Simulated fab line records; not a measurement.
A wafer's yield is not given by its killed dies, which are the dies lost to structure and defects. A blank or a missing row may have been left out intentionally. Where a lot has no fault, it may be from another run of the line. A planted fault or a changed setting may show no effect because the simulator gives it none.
Chamber matching	flow sky130	SKY_SONOS_ONO_ETCH_15 on rie diel-03 has 4 sister chambers
The step etches the open film in CHF3/O2, target depth 19.52 nm, time 7.8 s. 14 wafers are shown with their chamber, then 7 later ones without.

== WAFERS PAIRED WITH THEIR CHAMBERS ==
wafer	chamber	drypump motor current A (A)	oes product au (a.u.)	rf fwd power W (W)
L398.1	0	5.9	1.004	585
L398.3	1	5.2	1.023	584
L398.4	3	6.7	0.996	586
L400.1	2	5.2	0.990	591
L400.3	3	6.7	0.982	589
L400.6	3	6.7	0.983	590
L405.2	2	5.2	0.996	590
L405.4	1	5.2	1.009	581
L405.6	3	6.7	0.988	588
L416.1	2	5.3	0.996	591
L416.2	3	6.6	0.983	588
L416.5	1	5.2	1.010	584
L418.1	1	5.1	1.015	587
L418.3	3	6.7	0.996	586

SIGNATURES (averages over the wafers above)
reading	chamber 0	chamber 1	chamber 2	chamber 3	scatter within a chamber
drypump motor current A	5.900	5.175	5.233	6.683	0.0474
oes product au	1.00400	1.01425	0.99400	0.98800	0.00601
rf fwd power W	585.00	584.00	590.67	587.83	1.77
Rule: for each reading, subtract the chamber's mean from the wafer's reading, divide by that reading's scatter and square the result; add these up over the readings and take the root, which gives the wafer's distance from the chamber. The wafer belongs to the nearest chamber; if the next one is less than 2 further off, it can't be placed. The scatter: the root of (the sum of the squares of (reading less its chamber's mean) over the shown wafers, divided by (wafers less chambers)).

== WAFERS WHOSE CHAMBER IS MISSING ==
wafer	drypump motor current A (A)	oes product au (a.u.)	rf fwd power W (W)
L418.6	5.9	1.004	588
L419.1	5.9	1.002	586
L419.2	5.2	1.002	583
L419.4	6.7	0.979	591
L420.1	6.6	0.988	588
L420.2	5.2	1.001	590
L420.4	5.9	1.007	587

== WHICH CHAMBER EACH WENT THROUGH ==
wafer	from the rows above	in truth
L418.6	0	0
L419.1	0	0
L419.2	1	1
L419.4	3	3
L420.1	3	3
L420.2	2	2
L420.4	0	0
Correct placement for 7 of the 7. From these rows, 0 cannot be placed. Number placed wrongly: 0.
